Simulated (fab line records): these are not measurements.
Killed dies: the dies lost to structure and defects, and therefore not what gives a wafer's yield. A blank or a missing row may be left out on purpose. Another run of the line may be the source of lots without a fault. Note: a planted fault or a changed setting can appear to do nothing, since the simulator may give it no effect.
One fault through the eyes of 2 desks -- flow sky130 -- what lay behind the numbers comes last; until then each desk has only its own

== TOOL OWNER'S DESK, pvd-sputter-03 ==
The tool's own readings at SKY_LOCAL_INTERCONNECT_SPUTTER_00 (material TiN, target thk 100 nm, time 83.3 s): means of the sampled wafers that have a number, for each lot that ran on this tool. A lot is out of limits, marked OUT, if its mean lies more than 4 standard deviations from the usual mean; the brackets give that distance.
Columns: A = throttle-valve-pct at SKY_LOCAL_INTERCONNECT_SPUTTER_00, usual 30.2 %
lot,first seen here,A
L739,day 29 03:16,30.7
L743,day 30 14:57,30.1
L746,day 31 19:32,30.3
L752,day 33 21:51,30.1
L753,day 34 02:13,30.7
L756,day 35 03:23,30.0
Result from this desk: across the 6 lots, nothing is out of limits.

== AT THE METROLOGY DESK ==
What the gauges read, lot by lot, whatever tool the lot ran on: means of the sampled wafers that have a number. A lot is out of limits, marked OUT, if its mean lies more than 4 standard deviations from the usual mean; the brackets give that distance.
Columns: A = LOCAL_INTERCONNECT_TIN_RS at SKY_LOCAL_INTERCONNECT_RS_MEAS_01, usual 14.15 ohm/sq; B = LOCAL_INTERCONNECT_TIN_THK at SKY_LOCAL_INTERCONNECT_THK_MEAS_02, usual 99.7 nm; C = CONTACT_W_RS at SKY_CONTACT_RS_MEAS_25, usual 0.337 ohm/sq
lot,first seen here,A,B,C
L739,day 29 03:20,14.27,99.2,0.339
L743,day 30 15:01,14.22,99.1,0.337
L744,day 31 01:28,14.32,98.4,0.337
L746,day 31 19:38,14.25,98.7,0.333
L752,day 33 21:55,13.99,100.4,0.336
L753,day 34 02:19,13.25 (-6.0) OUT,106.9 (+6.5) OUT,0.344
L755,day 34 18:22,14.05,100.4,0.341
L757,day 35 02:04,14.22,98.5,0.339
L756,day 35 03:26,12.54 (-11) OUT,113.1 (+12) OUT,0.337
L762,day 37 07:45,14.24,99.8,0.332
This desk reports L753, L756 out of limits; the earliest was L753 at day 34 02:19 (LOCAL_INTERCONNECT_TIN_RS at SKY_LOCAL_INTERCONNECT_RS_MEAS_01). L739, L743, L744, L746, L752, L755, L757, L762 stayed within limits.

== BROUGHT TOGETHER ==
At day 34 02:19 the metrology desk could have sounded an alarm, on L753, L756.
The tool owner's desk saw nothing out of limits.
On record at the tool owner's desk: L753, L756, within its limits.
The lots listed all ran SKY_LOCAL_INTERCONNECT_SPUTTER_00 on pvd-sputter-03.

== WHAT WAS PUT IN BY THE SIMULATOR ==
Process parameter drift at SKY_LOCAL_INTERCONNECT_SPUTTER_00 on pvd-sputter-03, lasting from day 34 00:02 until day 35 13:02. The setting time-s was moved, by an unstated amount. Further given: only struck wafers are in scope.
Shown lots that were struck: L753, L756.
Per desk, hours elapsed from the start of the fault to the first reading out of limits: for the metrology desk, 2.
